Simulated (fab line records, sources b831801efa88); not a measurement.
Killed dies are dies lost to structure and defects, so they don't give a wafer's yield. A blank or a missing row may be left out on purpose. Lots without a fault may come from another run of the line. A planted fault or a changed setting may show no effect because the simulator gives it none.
A struck lot beside a sound one | flow sfq_line | 15 steps out of a route of 325
Sound: wafers L371.1, L371.3, L371.5. Struck: wafers L386.1, L386.4. (L386.3 of the same lot was not struck and is left out.) The cause comes at the end.
At each step with rows: each side's tool, then ch and its chambers, then its first start. Under that, the readings that differ: sound wafers | struck wafers | difference of the means | sigmas: that difference in standard deviations of wafers without a fault.
alike: readings whose means differ by less than 2 such deviations, and words and numbers that are the same on both sides. not compared: withheld readings, readings that some wafer has no value for, bounds like >300 that may hide the same value, and numbers for which the record gives no deviation and whose values overlap.
The two part at a step that has a row with sigmas, a row that says differs or no value, or rows on one side only. Numbers that don't overlap but have no deviation are shown without sigmas and don't part them. A reading that every wafer of one side lacks parts them only if that side has two wafers or more.

first, 1 step without rows for these wafers: SFQ_TRILAYER_M7_STRIP_SOLV_CLEAN_182 (cleans in NMP, time 600 s).
SFQ_TRILAYER_I7_DEP_PECVD_183: deposits SiO2 from SiH4/N2O, time 111.11 s, target thk 500 nm.
  sound on pecvd-01 ch 0,1,2, day 77 02:15; struck on pecvd-01 ch 1, day 79 04:55
  alike: heater_power_w, throttle_valve_pct
  not compared: since_wet_clean_h
SFQ_TRILAYER_I7_CMP_CMP_184: polishes SiO2.
  sound on cmp-02 ch 1,2, day 77 06:52; struck on cmp-02 ch 0,3, day 79 12:59
  reading                | sound       | struck  | difference | sigmas
  time_to_endpoint_s (s) | 220 227 236 | 212 207 | -18        | -2
  alike: head_pressure_psi, motor_current_A, slurry_filter_dp_kPa
SFQ_I7_BOW_MEAS_946:
  sound on film_metro-03, day 77 09:52; struck on film_metro-03, day 79 15:29
  alike: I7_BOW
SFQ_TRILAYER_I7_METRO_MEASURE_185:
  sound on film_metro-03, day 77 09:59; struck on film_metro-03, day 79 15:36
  alike: thk_nm
then, 6 steps without rows for these wafers: SFQ_TRILAYER_I7_VIA_LITHO_COAT_192 (resist thk 62 nm); SFQ_TRILAYER_I7_VIA_LITHO_COAT_187 (resist thk 650 nm); SFQ_TRILAYER_I7_VIA_LITHO_SOFTBAKE_191; SFQ_TRILAYER_I7_VIA_LITHO_EXPOSE_188 (exposes mask I7, target cd 1000 nm); SFQ_TRILAYER_I7_VIA_LITHO_PEB_190 (peb time 60 s); SFQ_TRILAYER_I7_VIA_LITHO_DEVELOP_189 (time 60 s).
SFQ_I7_OVL_MEAS_947:
  sound on overlay-01, day 77 13:26; struck on overlay-01, day 80 05:31
  alike: I7_OVL
SFQ_TRILAYER_I7_VIA_BARC_OPEN_VIA_ETCH_260: etches BARC in O2, target depth 125 nm, time 41.7 s.
  sound on rie_diel-01 ch 0,2, day 77 13:28; struck on rie_diel-01 ch 0,1, day 80 05:34
  reading                                                 | sound             | struck      | difference | sigmas
  model.KrF_of_TRILAYER_I7_VIA_LITHO_COAT_187.thk_nm (nm) | 575.5 576.7 576.6 | 597.6 596.5 | +20.8      |
  alike: drypump_motor_current_A, oes_product_au
  not compared: rf_hours_counter_h
SFQ_TRILAYER_I7_VIA_ETCH_VIA_ETCH_190: etches SiO2 in CHF3, stops on Nb, target depth 260 nm.
  sound on rie_diel-01 ch 0,2, day 77 13:31; struck on rie_diel-01 ch 0,1, day 80 05:36
  reading                                                 | sound             | struck    | difference | sigmas
  model.KrF_of_TRILAYER_I7_VIA_LITHO_COAT_187.thk_nm (nm) | 531.2 531.8 532.4 | 553 552.2 | +21        |
  alike: drypump_motor_current_A, oes_product_au
SFQ_TRILAYER_I7_VIA_STRIP_STRIP_191: strips in O2.
  sound on rie_metal-01 ch 0, day 77 13:37; struck on rie_metal-01 ch 0,1, day 80 05:43
  alike: drypump_motor_current_A, oes_product_au
  not compared: rf_hours_counter_h

WHERE THEY PART
Only at SFQ_TRILAYER_I7_CMP_CMP_184, within this record. Later steps at which nothing parts them and some readings are alike: SFQ_I7_BOW_MEAS_946, SFQ_TRILAYER_I7_METRO_MEASURE_185, SFQ_I7_OVL_MEAS_947, SFQ_TRILAYER_I7_VIA_BARC_OPEN_VIA_ETCH_260, SFQ_TRILAYER_I7_VIA_ETCH_VIA_ETCH_190, SFQ_TRILAYER_I7_VIA_STRIP_STRIP_191.

WHY: what the simulator had put in
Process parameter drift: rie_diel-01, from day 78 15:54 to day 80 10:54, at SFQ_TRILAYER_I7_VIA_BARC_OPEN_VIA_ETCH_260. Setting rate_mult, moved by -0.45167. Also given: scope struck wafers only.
